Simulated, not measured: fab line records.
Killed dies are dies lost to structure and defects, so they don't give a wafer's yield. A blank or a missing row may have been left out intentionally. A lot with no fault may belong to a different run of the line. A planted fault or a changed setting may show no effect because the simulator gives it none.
fab line records	flow sky130
record lots=7	wafers=21	last_day=50
route steps=708 shown VT_ADJUST_LVTN@105 VT_ADJUST_NCORE@119 VT_ADJUST_HVTR@131 PAD_OPEN@708
lots with no fault: from the same line, run without faults
start_h: the number of hours between the record's first day and the start of the first shown wafer of the lot	wait_h: hours from the lot's prior step to this one	" as in the row above	L1.1+2: a single row standing in for several wafers	- no value, or no start was given	* or withheld: withheld	< > ~ a bound
route shown NAME@n: NAME is a module with steps in the file, n the number in the route of the first one	usual: mean and standard deviation over wafers with no fault	same: alike in all rows	chamber/n: place in a boat	sites: per-site readings	_std_site: their standard deviation	_edge_site: inner sites' mean taken away from outer sites' mean	radius_mm: how far each site lies from the wafer's centre	mask NAME#n: copy n	behind: the tool/chamber that last shaped the wafer	hold: reason for holding the lot/hours on hold/outcome of the hold	device: names the non-switching transistor (n, p or np)	end of line: tests run on the same wafers once the route is complete	a step with no rows: only its recipe	killed: count of dies lost to structure and defects at first sort (not the wafer's yield)	map: a wafer's dies, marking killed ones x, the rest . and places with no die _
set.NAME: the setting as run; set.NAME@STEP: as run at that earlier step	model.NAME: the simulator's own value behind a step, which no gauge read
lots seen at some steps along the route; tables by step, rows by wafer
services: when a tool's chamber went out of use (start_h, in hours from the record's first day, below 0 if earlier), for how many hours, and the reason
## steps
# step SKY_VT_ADJUST_LVTN_IMPLANT_08
# recipe species=B	energy_kev=30	dose_cm2=1.57e+12	tilt_deg=withheld
# step SKY_VT_ADJUST_LVTN_STRIP_09
# recipe chemistry=O2/N2	power_w=1400	pressure_mtorr=1500	platen_temp_c=withheld	o2_flow_sccm=3000	n2_flow_sccm=300	overash_fraction=0.5
# usual chamber_pressure_mTorr=1500.0/1.3	drypump_motor_current_A=5.4/0.51	oes_product_au=0.723/0.0045	strip_time_to_endpoint_s=36.90/0.11
lot.wafer	tool	chamber	start_h	wait_h	chamber_pressure_mTorr	drypump_motor_current_A	oes_product_au	rf_hours_counter_h	strip_time_to_endpoint_s
L995.1	plasma_asher-01	0	189.09	0.1	1501.1	5.7	0.717	39	36.93
L995.3	"	0	"	"	1499.9	5.6	0.724	-	36.85
L995.4	"	1	"	"	1497.6	5.0	0.727	-	36.86
L997.1	plasma_asher-04	1	202.40	0.1	1499.6	5.8	0.720	50	37.01
L997.4	"	1	"	"	1498.8	5.8	0.725	-	36.97
L997.6	"	1	"	"	1499.9	5.8	0.718	-	36.99
L104.1	plasma_asher-02	1	241.14	0.1	1499.8	6.0	0.717	12	36.98
L104.2	"	0	"	"	1499.5	6.4	0.725	12	37.07
L104.3	"	1	"	"	1499.2	6.0	0.717	-	36.99
L105.2	plasma_asher-04	1	249.20	0.1	1496.7	5.8	0.722	55	36.92
L105.4	"	0	"	"	1497.4	4.7	0.729	-	37.02
L105.5	"	1	"	"	1501.3	5.8	0.721	-	37.03
L106.1	plasma_asher-01	0	253.88	0.1	1499.1	5.7	0.715	45	36.78
L106.2	"	1	"	"	1500.9	4.9	0.720	45	36.76
L106.4	"	1	"	"	1499.9	5.0	0.712	-	36.76
L110.1	plasma_asher-02	0	291.40	0.1	1497.1	6.4	0.724	18	36.84
L110.3	"	1	"	"	1501.5	6.0	0.725	-	36.87
L110.4	"	0	"	"	1501.2	6.4	0.722	-	36.85
L111.2	plasma_asher-04	0	292.58	0.1	1501.1	4.7	0.726	60	36.80
L111.3	"	0	"	"	1499.8	4.7	0.725	-	36.86
L111.6	"	0	"	"	1499.6	4.7	0.728	-	36.85
# step SKY_VT_ADJUST_LVTN_TW_MEAS_10
# usual VT_ADJUST_LVTN_TW=240.2/1.4
lot.wafer	tool	chamber	start_h	wait_h	VT_ADJUST_LVTN_TW
L995.1	film_metro-04	-	189.19	0.1	239.3
L995.3	"	-	"	"	240.4
L995.4	"	-	"	"	239.1
L997.1	film_metro-02	-	202.50	0.1	240.5
L997.4	"	-	"	"	241.0
L997.6	"	-	"	"	240.8
L104.1	film_metro-03	-	241.24	0.1	241.1
L104.2	"	-	"	"	241.4
L104.3	"	-	"	"	242.9
L105.2	film_metro-03	-	249.31	0.1	243.2
L105.4	"	-	"	"	240.9
L105.5	"	-	"	"	242.4
L106.1	film_metro-02	-	253.98	0.1	240.1
L106.2	"	-	"	"	240.3
L106.4	"	-	"	"	238.5
L110.1	film_metro-02	-	291.50	0.1	239.9
L110.3	"	-	"	"	239.6
L110.4	"	-	"	"	238.1
L111.2	film_metro-03	-	292.69	0.1	242.7
L111.3	"	-	"	"	241.4
L111.6	"	-	"	"	241.5
# step SKY_VT_ADJUST_LVTN_DEHYDRATE_11
# recipe temp_c=200	time_s=60
# step SKY_VT_ADJUST_LVTN_HMDS_12
# recipe prime_time_s=60	prime_temp_c=120
# step SKY_VT_ADJUST_LVTN_COAT_13
# recipe resist=NOVOLAK	spin_rpm=3000	resist_thk_nm=1140
# step SKY_VT_ADJUST_LVTN_SOFTBAKE_14
# recipe temp_c=90	time_s=60	resist=NOVOLAK
# step SKY_VT_ADJUST_LVTN_EXPOSE_15
# recipe mask_id=HVN_STD_DERIVED	na=0.6	source_shape=conventional	sigma_outer=0.6	polarization=unpolarized	target_cd_nm=600	dose_mj=163
# step SKY_VT_ADJUST_LVTN_PEB_16
# recipe temp_c=withheld	time_s=*	resist=NOVOLAK
# step SKY_VT_ADJUST_LVTN_DEVELOP_17
# recipe resist=NOVOLAK	developer=TMAH	develop_time_s=60	dev_temp_c=23
# step SKY_VT_ADJUST_LVTN_OVL_MEAS_18
# usual VT_ADJUST_LVTN_01_OVL=1.1/1.3
lot.wafer	tool	chamber	start_h	wait_h	VT_ADJUST_LVTN_01_OVL[nm]
L995.1	overlay-01	-	209.54	0.1	2.7
L995.3	"	-	"	"	2.5
L995.4	"	-	"	"	2.0
L997.1	overlay-01	-	223.66	0.1	2.4
L997.4	"	-	"	"	1.1
L997.6	"	-	"	"	1.8
L104.1	overlay-01	-	263.79	0.1	0.6
L104.2	"	-	"	"	0.4
L104.3	"	-	"	"	1.0
L105.2	overlay-02	-	273.26	0.1	0.4
L105.4	"	-	"	"	1.7
L105.5	"	-	"	"	2.4
L106.1	overlay-01	-	277.81	0.1	1.6
L106.2	"	-	"	"	3.3
L106.4	"	-	"	"	0.9
L110.1	overlay-02	-	315.84	0.1	0.5
L110.3	"	-	"	"	-1.1
L110.4	"	-	"	"	-1.0
L111.2	overlay-01	-	316.95	0.1	1.6
L111.3	"	-	"	"	3.0
L111.6	"	-	"	"	0.4
# step SKY_VT_ADJUST_LVTN_IMPLANT_19
# recipe species=B	energy_kev=30	dose_cm2=6.5e+11	tilt_deg=withheld
# step SKY_VT_ADJUST_LVTN_STRIP_20
# recipe chemistry=O2/N2	power_w=1400	pressure_mtorr=1500	platen_temp_c=withheld	o2_flow_sccm=3000	n2_flow_sccm=300	overash_fraction=0.5
# usual chamber_pressure_mTorr=1500.1/1.4	drypump_motor_current_A=5.6/0.57	oes_product_au=0.716/0.0046	strip_time_to_endpoint_s=14.19/0.045
lot.wafer	tool	chamber	start_h	wait_h	chamber_pressure_mTorr	drypump_motor_current_A	oes_product_au	rf_hours_counter_h	strip_time_to_endpoint_s	model.NOVOLAK_of_VT_ADJUST_LVTN_COAT_13.thk_nm
L995.1	plasma_asher-01	1	209.73	0.1	1500.3	5.0	0.719	41	14.11	0
L995.3	"	1	"	"	1500.2	5.0	0.713	-	14.19	0
L995.4	"	0	"	"	1499.9	5.6	0.718	-	14.20	0
L997.1	plasma_asher-02	0	223.85	0.1	1498.5	6.4	0.717	11	14.16	0
L997.4	"	1	"	"	1500.0	6.0	0.725	-	14.13	0
L997.6	"	1	"	"	1498.5	6.0	0.721	-	14.15	0
L104.1	plasma_asher-01	1	263.98	0.1	-	-	-	-	-	1140
L104.2	"	0	"	"	-	-	-	-	-	1142
L104.3	"	1	"	"	-	-	-	-	-	1143
L105.2	plasma_asher-02	1	273.44	0.1	-	-	-	-	-	1142
L105.4	"	1	"	"	-	-	-	-	-	1140
L105.5	"	1	"	"	-	-	-	-	-	1147
L106.1	plasma_asher-04	1	278.00	0.1	-	-	-	-	-	1141
L106.2	"	0	"	"	-	-	-	-	-	1140
L106.4	"	1	"	"	-	-	-	-	-	1141
L110.1	plasma_asher-02	1	316.03	0.1	1500.9	6.0	0.722	21	14.21	0
L110.3	"	0	"	"	1503.0	6.4	0.723	-	14.20	0
L110.4	"	1	"	"	1499.9	6.0	0.721	-	14.17	0
L111.2	plasma_asher-02	0	317.13	0.1	1496.8	6.4	0.707	21	14.14	0
L111.3	"	1	"	"	1500.3	6.0	0.720	-	14.12	0
L111.6	"	1	"	"	1499.8	6.0	0.715	-	14.11	0
# step SKY_VT_ADJUST_LVTN_TW_MEAS_21
# usual VT_ADJUST_LVTN_2_TW=187.3/0.89
lot.wafer	tool	chamber	start_h	wait_h	VT_ADJUST_LVTN_2_TW
L995.1	film_metro-04	-	209.83	0.1	186.9
L995.3	"	-	"	"	186.6
L995.4	"	-	"	"	186.5
L997.1	film_metro-02	-	223.95	0.1	186.4
L997.4	"	-	"	"	186.0
L997.6	"	-	"	"	185.7
L104.1	film_metro-03	-	264.08	0.1	186.5
L104.2	"	-	"	"	187.9
L104.3	"	-	"	"	187.9
L105.2	film_metro-04	-	273.55	0.1	188.5
L105.4	"	-	"	"	187.8
L105.5	"	-	"	"	187.6
L106.1	film_metro-03	-	278.10	0.1	187.8
L106.2	"	-	"	"	188.2
L106.4	"	-	"	"	187.8
L110.1	film_metro-03	-	316.13	0.1	186.3
L110.3	"	-	"	"	187.0
L110.4	"	-	"	"	186.2
L111.2	film_metro-02	-	317.24	0.1	187.2
L111.3	"	-	"	"	188.3
L111.6	"	-	"	"	187.1
# step SKY_VT_ADJUST_NCORE_DEHYDRATE_00
# recipe temp_c=200	time_s=60
# step SKY_VT_ADJUST_NCORE_HMDS_01
# recipe prime_time_s=60	prime_temp_c=120
# step SKY_VT_ADJUST_NCORE_COAT_02
# recipe resist=NOVOLAK	spin_rpm=3000	resist_thk_nm=1140
# step SKY_VT_ADJUST_NCORE_SOFTBAKE_03
# recipe temp_c=90	time_s=60	resist=NOVOLAK
# step SKY_VT_ADJUST_NCORE_EXPOSE_04
# recipe mask_id=LVTN_COMPLEMENT_THIN	na=0.6	source_shape=conventional	sigma_outer=0.6	polarization=unpolarized	target_cd_nm=380	dose_mj=139
# step SKY_VT_ADJUST_NCORE_PEB_05
# recipe temp_c=withheld	time_s=*	resist=NOVOLAK
# step SKY_VT_ADJUST_NCORE_DEVELOP_06
# recipe resist=NOVOLAK	developer=TMAH	develop_time_s=60	dev_temp_c=23
# step SKY_VT_ADJUST_NCORE_CD_MEAS_07
# recipe target_cd_nm=380
# usual cd_nm=380.6/2.2
lot.wafer	tool	chamber	start_h	wait_h	cd_nm
L995.1	cd_sem-02	-	231.34	0.1	381.1
L995.3	"	-	"	"	379.8
L995.4	"	-	"	"	379.2
L997.1	cd_sem-02	-	246.16	0.1	377.9
L997.4	"	-	"	"	378.1
L997.6	"	-	"	"	378.7
L104.1	cd_sem-02	-	288.69	0.1	382.3
L104.2	"	-	"	"	381.1
L104.3	"	-	"	"	382.5
L105.2	cd_sem-02	-	298.78	0.1	382.5
L105.4	"	-	"	"	382.9
L105.5	"	-	"	"	382.9
L106.1	cd_sem-01	-	302.91	0.1	383.8
L106.2	"	-	"	"	381.7
L106.4	"	-	"	"	384.1
L110.1	cd_sem-01	-	342.29	0.1	379.6
L110.3	"	-	"	"	379.6
L110.4	"	-	"	"	381.0
L111.2	cd_sem-02	-	342.73	0.1	379.9
L111.3	"	-	"	"	376.6
L111.6	"	-	"	"	380.9
# step SKY_VT_ADJUST_NCORE_OVL_MEAS_08
# usual VT_ADJUST_NCORE_OVL=-0.3/1.3
lot.wafer	tool	chamber	start_h	wait_h	VT_ADJUST_NCORE_OVL[nm]
L995.1	overlay-02	-	231.46	0.1	0.2
L995.3	"	-	"	"	-0.6
L995.4	"	-	"	"	-0.7
L997.1	overlay-01	-	246.28	0.1	1.5
L997.4	"	-	"	"	1.7
L997.6	"	-	"	"	1.2
L104.1	overlay-02	-	288.81	0.1	-0.6
L104.2	"	-	"	"	0.0
L104.3	"	-	"	"	-1.1
L105.2	overlay-02	-	298.89	0.1	-0.3
L105.4	"	-	"	"	-0.1
L105.5	"	-	"	"	1.5
L106.1	overlay-02	-	303.03	0.1	0.2
L106.2	"	-	"	"	-1.8
L106.4	"	-	"	"	-0.5
L110.1	overlay-01	-	342.41	0.1	-0.1
L110.3	"	-	"	"	-2.0
L110.4	"	-	"	"	0.1
L111.2	overlay-01	-	342.84	0.1	2.3
L111.3	"	-	"	"	1.9
L111.6	"	-	"	"	1.1
# step SKY_VT_ADJUST_NCORE_IMPLANT_09
# recipe species=B	energy_kev=10	dose_cm2=2.4e+12	tilt_deg=withheld
# step SKY_VT_ADJUST_NCORE_STRIP_10
# recipe chemistry=O2/N2	power_w=1400	pressure_mtorr=1500	platen_temp_c=withheld	o2_flow_sccm=3000	n2_flow_sccm=300	overash_fraction=0.5
# usual chamber_pressure_mTorr=1499.7/1.4	drypump_motor_current_A=5.3/0.44	oes_product_au=0.715/0.0045	strip_time_to_endpoint_s=14.19/0.04
lot.wafer	tool	chamber	start_h	wait_h	chamber_pressure_mTorr	drypump_motor_current_A	oes_product_au	rf_hours_counter_h	strip_time_to_endpoint_s
L995.1	plasma_asher-01	1	231.65	0.1	1499.0	5.0	0.717	43	14.22
L995.3	"	1	"	"	1500.8	5.0	0.714	-	14.23
L995.4	"	0	"	"	1501.6	5.6	0.715	-	14.23
L997.1	plasma_asher-04	1	246.47	0.1	1500.1	5.8	0.717	54	14.16
L997.4	"	1	"	"	1502.5	5.8	0.711	-	14.20
L997.6	"	1	"	"	1497.6	5.8	0.716	-	14.19
L104.1	plasma_asher-04	0	289.00	0.1	1499.4	4.7	0.728	60	31.28
L104.2	"	1	"	"	1499.9	5.8	0.722	60	31.29
L104.3	"	1	"	"	1499.1	5.8	0.717	-	31.29
L105.2	plasma_asher-01	1	299.07	0.1	1499.8	5.0	0.712	51	31.24
L105.4	"	1	"	"	1499.8	5.0	0.729	-	31.26
L105.5	"	1	"	"	1499.9	5.0	0.711	-	31.36
L106.1	plasma_asher-04	0	303.22	0.1	1502.8	4.7	0.712	62	31.31
L106.2	"	1	"	"	1499.2	5.8	0.716	62	31.26
L106.4	"	1	"	"	1500.4	5.8	0.728	-	31.26
L110.1	plasma_asher-04	1	342.60	0.1	1500.2	5.8	0.718	66	14.21
L110.3	"	0	"	"	1498.6	4.7	0.714	-	14.21
L110.4	"	1	"	"	1498.5	5.8	0.708	-	14.19
L111.2	plasma_asher-01	1	343.02	0.1	1497.3	5.0	0.713	55	14.20
L111.3	"	0	"	"	1499.9	5.7	0.716	-	14.17
L111.6	"	0	"	"	1498.6	5.7	0.718	-	14.14
# step SKY_VT_ADJUST_NCORE_TW_MEAS_11
# usual VT_ADJUST_NCORE_TW=219.4/2.4
lot.wafer	tool	chamber	start_h	wait_h	VT_ADJUST_NCORE_TW
L995.1	film_metro-01	-	231.75	0.1	223.1
L995.3	"	-	"	"	223.9
L995.4	"	-	"	"	222.6
L997.1	film_metro-03	-	246.57	0.1	218.3
L997.4	"	-	"	"	219.5
L997.6	"	-	"	"	219.8
L104.1	film_metro-04	-	289.10	0.1	29.9
L104.2	"	-	"	"	29.8
L104.3	"	-	"	"	29.8
L105.2	film_metro-01	-	299.18	0.1	30.4
L105.4	"	-	"	"	30.5
L105.5	"	-	"	"	30.5
L106.1	film_metro-04	-	303.32	0.1	29.9
L106.2	"	-	"	"	30.0
L106.4	"	-	"	"	29.9
L110.1	film_metro-03	-	342.70	0.1	217.8
L110.3	"	-	"	"	219.3
L110.4	"	-	"	"	218.6
L111.2	film_metro-03	-	343.13	0.1	218.8
L111.3	"	-	"	"	219.7
L111.6	"	-	"	"	218.7
# step SKY_VT_ADJUST_HVTR_DEHYDRATE_00
# recipe temp_c=200	time_s=60
# step SKY_PAD_OPEN_PROBE_99
lot.wafer	tool	chamber	start_h	wait_h	model.etest.nfet_16v.r_on_ohm_um	model.etest.pfet_16v.r_on_ohm_um	model.etest.pfet_g5v0d10v5.r_on_ohm_um	model.etest.tip_p.rs_ohm_sq	model.etest.pfet_01v8.r_on_ohm_um	model.etest.tip_p_5v.rs_ohm_sq	model.etest.pfet_g5v0d10v5.drive_ua_um	model.etest.sram_nfet_pass.drive_ua_um
L995.1	prober-02	-	1115.96	0.1	1.425e+04	1.499e+04	4853	6931	3034	2829	333.1	453.2
L995.3	prober-02	-	1116.06	0.2	1.408e+04	1.515e+04	4766	6923	2932	2830	341.2	485.6
L995.4	prober-02	-	1116.11	0.2	1.436e+04	1.54e+04	4863	6908	2993	2844	331.9	465.7
L997.1	prober-02	-	1125.86	0.1	1.407e+04	1.502e+04	4779	6917	2991	2854	340.7	487
L997.4	prober-02	-	1126.01	0.2	1.408e+04	1.494e+04	4842	6900	3055	2873	336.7	463.1
L997.6	prober-02	-	1126.11	0.2	1.412e+04	1.514e+04	4762	6880	2991	2852	343.7	485.5
L104.1	prober-01	-	1160.12	0.1	1.227e+04	1.635e+04	5925	7827	3415	3067	253.8	574.7
L104.2	prober-01	-	1160.17	0.1	1.245e+04	1.679e+04	5985	7800	3377	3043	250.5	565.3
L104.3	prober-01	-	1160.22	0.2	1.247e+04	1.686e+04	5924	7903	3376	3021	252.7	562
L106.1	prober-02	-	1165.69	0.1	1.25e+04	1.653e+04	6037	7571	3371	3136	245.3	552.8
L106.2	prober-02	-	1165.74	0.1	1.25e+04	1.673e+04	6052	7627	3457	3115	244.6	539
L106.4	prober-02	-	1165.84	0.2	1.244e+04	1.679e+04	6042	7630	3391	3099	247.4	541.9
L105.2	prober-01	-	1166.96	0.1	1.253e+04	1.7e+04	6127	7564	3305	3107	242.7	555.5
L105.4	prober-01	-	1167.06	0.2	1.23e+04	1.66e+04	6150	7510	3294	3112	241.9	578
L105.5	prober-01	-	1167.11	0.2	1.22e+04	1.663e+04	6128	7566	3404	3089	240.9	549
L111.2	prober-01	-	1196.19	0.1	1.421e+04	1.505e+04	4667	6884	2874	2843	347.7	511.3
L111.3	prober-01	-	1196.24	0.2	1.431e+04	1.516e+04	4796	6837	2963	2832	336.1	496.3
L111.6	prober-01	-	1196.39	0.2	1.421e+04	1.518e+04	4776	6897	2906	2862	341.1	489.2
L110.1	prober-02	-	1196.99	0.1	1.398e+04	1.542e+04	4785	6862	2898	2866	338.4	501.9
L110.3	prober-02	-	1197.09	0.2	1.39e+04	1.489e+04	4817	6860	2909	2881	335.3	484.1
L110.4	prober-02	-	1197.14	0.2	1.399e+04	1.554e+04	4844	6846	2939	2858	336.7	494.7
# killed by level:class
L995.1 METAL1:geometric_particle:short=7 METAL2:geometric_particle:short=6 CONTACT:geometric_particle:open=5 CONTACT:geometric_particle:short=5 VIA3:geometric_particle:open=5 LI_CONTACT:geometric_particle:short=4 VIA2:geometric_particle:short=4 VIA1:geometric_particle:open=4
L995.3 VIA1:geometric_particle:open=10 CONTACT:geometric_particle:open=8 VIA3:geometric_particle:open=8 VIA2:geometric_particle:open=7 POLY_GATE:geometric_particle:open=5 METAL1:geometric_particle:short=5 VIA1:geometric_particle:short=5 METAL3:geometric_particle:short=4
L995.4 METAL1:geometric_particle:short=7 VIA1:geometric_particle:open=7 LI_CONTACT:geometric_particle:open=6 LI_CONTACT:geometric_particle:short=6 VIA2:geometric_particle:short=6 VIA1:geometric_particle:short=5 CONTACT:geometric_particle:open=5 CONTACT:geometric_particle:short=4
L997.1 CONTACT:geometric_particle:open=9 CONTACT:geometric_particle:short=8 VIA1:geometric_particle:open=8 METAL1:geometric_particle:short=7 VIA2:geometric_particle:short=6 VIA3:geometric_particle:open=6 FIELD_ISO:geometric_particle:open=5 LI_CONTACT:geometric_particle:open=5
L997.4 CONTACT:geometric_particle:open=17 LI_CONTACT:geometric_particle:open=9 VIA3:geometric_particle:open=7 VIA1:geometric_particle:open=7 CONTACT:geometric_particle:short=5 VIA2:geometric_particle:short=5 VIA1:geometric_particle:short=4 FIELD_ISO:geometric_particle:open=4
L997.6 LI_CONTACT:geometric_particle:open=13 CONTACT:geometric_particle:open=11 VIA1:geometric_particle:open=11 VIA2:geometric_particle:open=10 VIA3:geometric_particle:open=6 METAL2:geometric_particle:short=5 FIELD_ISO:geometric_particle:short=4 FIELD_ISO:geometric_particle:open=3
L111.2 VIA1:geometric_particle:open=17 VIA3:geometric_particle:open=9 CONTACT:geometric_particle:open=8 METAL1:geometric_particle:short=8 VIA2:geometric_particle:open=7 VIA2:geometric_particle:short=6 METAL2:geometric_particle:short=5 LI_CONTACT:geometric_particle:open=5
L111.3 VIA1:geometric_particle:open=12 CONTACT:geometric_particle:open=10 LI_CONTACT:geometric_particle:open=6 VIA3:geometric_particle:open=6 LOCAL_INTERCONNECT:geometric_particle:short=6 CONTACT:geometric_particle:short=5 LI_CONTACT:geometric_particle:short=4 METAL3:geometric_particle:short=4
L111.6 VIA1:geometric_particle:open=9 LI_CONTACT:geometric_particle:open=7 CONTACT:geometric_particle:open=7 VIA2:geometric_particle:open=6 VIA3:geometric_particle:open=6 METAL1:geometric_particle:short=5 METAL3:geometric_particle:short=5 CONTACT:geometric_particle:short=4
L110.1 CONTACT:geometric_particle:open=10 VIA1:geometric_particle:open=9 VIA3:geometric_particle:open=9 METAL2:geometric_particle:short=7 CONTACT:geometric_particle:short=6 VIA2:geometric_particle:open=6 FIELD_ISO:geometric_particle:open=5 METAL1:geometric_particle:short=4
L110.3 VIA1:geometric_particle:open=8 LI_CONTACT:geometric_particle:open=7 FIELD_ISO:geometric_particle:short=6 CONTACT:geometric_particle:open=6 VIA2:geometric_particle:open=6 CONTACT:geometric_particle:short=4 VIA3:geometric_particle:open=4 METAL1:geometric_particle:short=4
L110.4 VIA1:geometric_particle:open=10 VIA3:geometric_particle:open=8 POLY_GATE:geometric_particle:open=7 FIELD_ISO:geometric_particle:short=6 POLY_GATE:geometric_particle:short=5 LI_CONTACT:geometric_particle:open=5 CONTACT:geometric_particle:open=5 METAL4:geometric_particle:short=5
## services
tool	chamber	start_h	hours	kind
plasma_asher-02	-	325.76	3.1	repair
## key
first_sign step=SKY_VT_ADJUST_LVTN_STRIP_20	reading=tool_record	direction=missing
effect step=SKY_VT_ADJUST_NCORE_STRIP_10	reading=strip_time_to_endpoint_s	direction=up	sigmas=99+	usual=*	struck=*
effect step=SKY_VT_ADJUST_NCORE_TW_MEAS_11	reading=VT_ADJUST_NCORE_TW	direction=down	sigmas=79	usual=219.4	struck=30.1
model_effect step=SKY_VT_ADJUST_LVTN_STRIP_20	value=NOVOLAK_of_VT_ADJUST_LVTN_COAT_13.thk_nm	without=0	struck=1142
model_effect step=SKY_PAD_OPEN_PROBE_99	value=etest.nfet_16v.r_on_ohm_um	without=1.408e+04	struck=1.241e+04
met_at SKY_VT_ADJUST_LVTN_STRIP_20
struck_wafers L104.1,L104.2,L104.3,L105.2,L105.4,L105.5,L106.1,L106.2,L106.4
sort_left_out L104.1,L104.2,L104.3,L105.2,L105.4,L105.5,L106.1,L106.2,L106.4
tester_left_out L104,L105,L106
onset_between 223.85 263.98
fault kind=skipped_step_whole	tool=plasma_asher-01,plasma_asher-02,plasma_asher-04	chamber=-	onset_h=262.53	steps=SKY_VT_ADJUST_LVTN_STRIP_20	scope=struck_lots_only
# tester_left_out: of these lots the tester's yield and bins aren't shown, on N5 and GAA mostly nor the transistor test; their killed dies are dies lost to structure and defects alone, not to doping, threshold or leakage, so they don't give the yield
# sort_left_out: the simulated sort isn't trusted on such a fault, so these wafers' sort isn't shown, and their yield isn't known
